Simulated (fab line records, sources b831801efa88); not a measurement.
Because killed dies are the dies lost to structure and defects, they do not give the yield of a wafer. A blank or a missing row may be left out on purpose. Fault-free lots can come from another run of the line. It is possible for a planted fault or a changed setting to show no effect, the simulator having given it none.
fab line records    flow gf180mcu
record lots=12  wafers=36  last_day=34
route steps=602 shown V5@563 TOP_METAL@581 PASSIVATION@588
lots untouched by any fault: they come from a run of this same line in which no faults occurred
start_h: start of the lot's first displayed wafer, in hours after the record's first day    wait_h: hours from the lot's prior step to this one    " as in the row above    L1.1+2: one row covering several wafers at once    - either no value or no given start    * or withheld: withheld    < > ~ a bound
route shown NAME@n: NAME is a module with steps in the file, n the number in the route of the first one    usual: the fault-free wafers' mean and standard deviation    same: alike in all rows    chamber/n: place in a boat    sites: readings site by site    _std_site: the values' standard deviation    _edge_site: the outer-site mean with the inner-site mean subtracted    radius_mm: for every site, how far away it sits from the centre of the wafer    mask NAME#n: copy n    behind: the last tool/chamber to shape the wafer    hold: what put the lot on hold/how long, in hours/how the hold closed    device: whichever transistor did not switch (one of n, p or np)    end of line: tests of these same wafers at the route's end    a step given without rows: its recipe and nothing more    killed: the dies lost at the first sort to structure and to defects; this is not the yield of the wafer    map: the dies of a wafer, with x for killed, . for not killed, _ for no die there
set.NAME: the setting the step ran with; set.NAME@STEP: the setting that earlier step ran with    model.NAME: the simulator's own value behind a step, which no gauge read
a sample of lots followed through the steps of the route, with each step as a table and each wafer as a row
services: a tool's chamber out of use, with start hour (start_h, from the record's first day; less than 0 if before it), hours out, and reason
## steps
# step GF_V5_CVD_23
# recipe material=W  target_thk_nm=350  time_s=104.9  temp_c=400  pressure_torr=40
# usual heater_power_w=870/35
lot.wafer  tool      chamber  start_h  wait_h  heater_power_w  since_wet_clean_h
L267.1     cvd_w-01  0        632.61   0.0     803             729
L267.2     "         1        "        "       879             729
L267.4     "         0        "        "       805             -
L268.1     cvd_w-01  1        644.53   0.0     860             741
L268.4     "         0        "        "       827             -
L268.5     "         1        "        "       878             -
L269.3     cvd_w-02  1        648.31   0.1     864             -
L269.4     "         0        "        "       897             -
L269.6     "         0        "        "       894             -
L270.1     cvd_w-02  0        661.58   0.0     887             258
L270.3     "         1        "        "       869             -
L270.6     "         0        "        "       880             -
L272.3     cvd_w-02  0        670.08   0.1     889             -
L272.4     "         1        "        "       886             -
L272.6     "         1        "        "       901             -
L282.1     cvd_w-01  0        747.32   0.0     810             843
L282.3     "         1        "        "       894             -
L282.4     "         0        "        "       794             -
L283.1     cvd_w-01  1        751.35   0.0     894             847
L283.2     "         0        "        "       816             847
L283.6     "         0        "        "       832             -
L286.1     cvd_w-01  1        762.01   0.0     905             858
L286.3     "         0        "        "       845             -
L286.4     "         1        "        "       885             -
L287.1     cvd_w-02  0        766.16   0.0     893             362
L287.3     "         0        "        "       879             -
L287.4     "         1        "        "       891             -
L288.2     cvd_w-01  0        771.48   0.0     801             867
L288.4     "         1        "        "       912             -
L288.5     "         1        "        "       865             -
L289.1     cvd_w-02  1        775.38   0.0     890             371
L289.4     "         1        "        "       892             -
L289.6     "         1        "        "       877             -
L290.3     cvd_w-01  1        778.23   0.1     896             -
L290.4     "         0        "        "       814             -
L290.6     "         0        "        "       818             -
# step GF_V5_RS_MEAS_24
# recipe thk_meas_gauge=four-point-probe  reads=W_of_V5_CVD_23+TiN_of_V5_SPUTTER_22+Ti_of_V5_SPUTTER_21
# usual V5_W_RS=0.329/0.0045
lot.wafer  tool           chamber  start_h  wait_h  V5_W_RS[ohm/sq]
L267.1     film_metro-01  -        632.73   0.1     0.326
L267.2     "              -        "        "       0.335
L267.4     "              -        "        "       0.326
L268.1     film_metro-03  -        644.65   0.1     0.330
L268.4     "              -        "        "       0.326
L268.5     "              -        "        "       0.332
L269.3     film_metro-03  -        648.43   0.1     0.332
L269.4     "              -        "        "       0.325
L269.6     "              -        "        "       0.325
L270.1     film_metro-03  -        661.69   0.1     0.321
L270.3     "              -        "        "       0.332
L270.6     "              -        "        "       0.323
L272.3     film_metro-01  -        670.20   0.1     0.310
L272.4     "              -        "        "       0.333
L272.6     "              -        "        "       0.333
L282.1     film_metro-03  -        747.43   0.1     0.332
L282.3     "              -        "        "       0.338
L282.4     "              -        "        "       0.330
L283.1     film_metro-04  -        751.46   0.1     0.335
L283.2     "              -        "        "       0.328
L283.6     "              -        "        "       0.328
L286.1     film_metro-03  -        762.12   0.1     0.335
L286.3     "              -        "        "       0.328
L286.4     "              -        "        "       0.336
L287.1     film_metro-03  -        766.27   0.1     0.322
L287.3     "              -        "        "       0.324
L287.4     "              -        "        "       0.327
L288.2     film_metro-04  -        771.61   0.1     0.327
L288.4     "              -        "        "       0.335
L288.5     "              -        "        "       0.336
L289.1     film_metro-03  -        775.49   0.1     0.332
L289.4     "              -        "        "       0.332
L289.6     "              -        "        "       0.332
L290.3     film_metro-03  -        778.34   0.1     0.330
L290.4     "              -        "        "       0.322
L290.6     "              -        "        "       0.324
# step GF_V5_THK_MEAS_25
# recipe thk_meas_gauge=xrf  reads=W_of_V5_CVD_23
# usual V5_W_THK=351/5.2
lot.wafer  tool           chamber  start_h  wait_h  V5_W_THK[nm]
L267.1     film_metro-01  -        632.85   0.1     356
L267.2     "              -        "        "       344
L267.4     "              -        "        "       355
L268.1     film_metro-03  -        644.77   0.1     351
L268.4     "              -        "        "       356
L268.5     "              -        "        "       347
L269.3     film_metro-03  -        648.53   0.1     347
L269.4     "              -        "        "       354
L269.6     "              -        "        "       353
L270.1     film_metro-03  -        661.81   0.1     360
L270.3     "              -        "        "       347
L270.6     "              -        "        "       358
L272.3     film_metro-01  -        670.30   0.1     376
L272.4     "              -        "        "       351
L272.6     "              -        "        "       350
L282.1     film_metro-03  -        747.55   0.1     347
L282.3     "              -        "        "       342
L282.4     "              -        "        "       347
L283.1     film_metro-04  -        751.58   0.1     349
L283.2     "              -        "        "       353
L283.6     "              -        "        "       353
L286.1     film_metro-03  -        762.24   0.1     344
L286.3     "              -        "        "       353
L286.4     "              -        "        "       345
L287.1     film_metro-03  -        766.39   0.1     359
L287.3     "              -        "        "       356
L287.4     "              -        "        "       354
L288.2     film_metro-04  -        771.72   0.1     352
L288.4     "              -        "        "       342
L288.5     "              -        "        "       343
L289.1     film_metro-03  -        775.61   0.1     345
L289.4     "              -        "        "       344
L289.6     "              -        "        "       345
L290.3     film_metro-03  -        778.44   0.1     344
L290.4     "              -        "        "       355
L290.6     "              -        "        "       353
# step GF_TOP_METAL_CD_MEAS_14
# recipe target_cd_nm=440
# usual cd_nm=439.6/2.2
lot.wafer  tool       chamber  start_h  wait_h  cd_nm
L267.1     cd_sem-02  -        653.12   0.1     438.8
L267.2     "          -        "        "       441.5
L267.4     "          -        "        "       440.9
L268.1     cd_sem-02  -        664.56   0.1     433.8
L268.4     "          -        "        "       436.0
L268.5     "          -        "        "       433.6
L269.3     cd_sem-02  -        667.96   0.1     436.8
L269.4     "          -        "        "       437.8
L269.6     "          -        "        "       439.7
L270.1     cd_sem-01  -        681.43   0.1     439.1
L270.3     "          -        "        "       438.3
L270.6     "          -        "        "       439.7
L272.3     cd_sem-02  -        689.87   0.1     440.5
L272.4     "          -        "        "       438.9
L272.6     "          -        "        "       441.5
L282.1     cd_sem-01  -        764.63   0.1     441.3
L282.3     "          -        "        "       441.7
L282.4     "          -        "        "       442.0
L283.1     cd_sem-02  -        768.67   0.1     443.5
L283.2     "          -        "        "       443.0
L283.6     "          -        "        "       442.7
L286.1     cd_sem-02  -        779.03   0.1     439.9
L286.3     "          -        "        "       440.9
L286.4     "          -        "        "       442.1
L287.1     cd_sem-02  -        782.83   0.1     434.5
L287.3     "          -        "        "       434.9
L287.4     "          -        "        "       437.0
L288.2     cd_sem-01  -        788.60   0.1     439.9
L288.4     "          -        "        "       439.5
L288.5     "          -        "        "       441.2
L289.1     cd_sem-02  -        792.68   0.1     438.6
L289.4     "          -        "        "       436.2
L289.6     "          -        "        "       439.8
L290.3     cd_sem-02  -        794.62   0.1     439.7
L290.4     "          -        "        "       436.6
L290.6     "          -        "        "       439.2
# step GF_TOP_METAL_OVL_MEAS_15
# usual TOP_METAL_OVL=0.3/1.6
lot.wafer  tool        chamber  start_h  wait_h  TOP_METAL_OVL[nm]
L267.1     overlay-01  -        653.24   0.1     -1.4
L267.2     "           -        "        "       0.9
L267.4     "           -        "        "       -0.4
L268.1     overlay-02  -        664.68   0.1     2.0
L268.4     "           -        "        "       0.3
L268.5     "           -        "        "       1.7
L269.3     overlay-01  -        668.05   0.1     2.6
L269.4     "           -        "        "       0.1
L269.6     "           -        "        "       1.0
L270.1     overlay-01  -        681.55   0.1     -0.4
L270.3     "           -        "        "       -0.3
L270.6     "           -        "        "       -0.2
L272.3     overlay-01  -        689.96   0.1     1.4
L272.4     "           -        "        "       0.6
L272.6     "           -        "        "       0.9
L282.1     overlay-01  -        764.75   0.1     -1.8
L282.3     "           -        "        "       -2.0
L282.4     "           -        "        "       -1.8
L283.1     overlay-01  -        768.79   0.1     1.7
L283.2     "           -        "        "       1.9
L283.6     "           -        "        "       1.0
L286.1     overlay-01  -        779.15   0.1     0.5
L286.3     "           -        "        "       -0.1
L286.4     "           -        "        "       0.2
L287.1     overlay-01  -        782.95   0.1     3.5
L287.3     "           -        "        "       0.8
L287.4     "           -        "        "       1.6
L288.2     overlay-02  -        788.71   0.1     -0.1
L288.4     "           -        "        "       0.5
L288.5     "           -        "        "       0.9
L289.1     overlay-01  -        792.80   0.1     -3.6
L289.4     "           -        "        "       -2.9
L289.6     "           -        "        "       -2.0
L290.3     overlay-01  -        794.71   0.1     1.3
L290.4     "           -        "        "       0.2
L290.6     "           -        "        "       -0.3
# step GF_PASSIVATION_THK_MEAS_01
# recipe reads=SiO2_of_PASSIVATION_CVD_00
# usual PASSIVATION_CVD_00_THK=1001/14
lot.wafer  tool           chamber  start_h  wait_h  PASSIVATION_CVD_00_THK[nm]
L267.1     film_metro-01  -        654.08   0.0     978
L267.2     "              -        "        "       994
L267.4     "              -        "        "       1009
L268.1     film_metro-02  -        665.56   0.0     997
L268.4     "              -        "        "       1016
L268.5     "              -        "        "       1014
L269.3     film_metro-04  -        669.10   0.1     994
L269.4     "              -        "        "       1018
L269.6     "              -        "        "       1012
L270.1     film_metro-01  -        682.39   0.0     1011
L270.3     "              -        "        "       999
L270.6     "              -        "        "       1030
L272.3     film_metro-01  -        690.81   0.1     999
L272.4     "              -        "        "       1005
L272.6     "              -        "        "       1022
L282.1     film_metro-02  -        765.63   0.1     978
L282.3     "              -        "        "       992
L282.4     "              -        "        "       1011
L283.1     film_metro-02  -        769.72   0.0     1010
L283.2     "              -        "        "       1011
L283.6     "              -        "        "       1010
L286.1     film_metro-01  -        779.99   0.0     1010
L286.3     "              -        "        "       984
L286.4     "              -        "        "       1033
L287.1     film_metro-01  -        783.79   0.0     999
L287.3     "              -        "        "       979
L287.4     "              -        "        "       997
L288.2     film_metro-01  -        789.57   0.0     984
L288.4     "              -        "        "       1012
L288.5     "              -        "        "       1011
L289.1     film_metro-04  -        793.83   0.0     992
L289.4     "              -        "        "       1010
L289.6     "              -        "        "       993
L290.3     film_metro-02  -        795.76   0.1     1001
L290.4     "              -        "        "       1019
L290.6     "              -        "        "       1006
## services
tool      chamber  start_h  hours  kind
cvd_w-02  -        747.17   1.1    repair
## key
first_sign step=GF_V5_RS_MEAS_24  reading=V5_W_RS  direction=down  sigmas=4  usual=0.329  struck=0.310
effect step=GF_V5_THK_MEAS_25  reading=V5_W_THK  direction=up  sigmas=4.8  usual=351  struck=376
met_at GF_V5_CVD_23
struck_lots L272
struck_wafers L272.3
not_acting_at GF_TOP_METAL_CD_MEAS_14,GF_TOP_METAL_OVL_MEAS_15,GF_PASSIVATION_THK_MEAS_01
onset_between 661.58 670.08
fault kind=process_parameter_drift  tool=cvd_w-02  chamber=-  onset_h=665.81  steps=GF_V5_CVD_23  channel=target_thk_nm  offset=12.512  shape=step  end_h=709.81  scope=struck_wafers_only  acts_in=these_recipes_only  stated=350
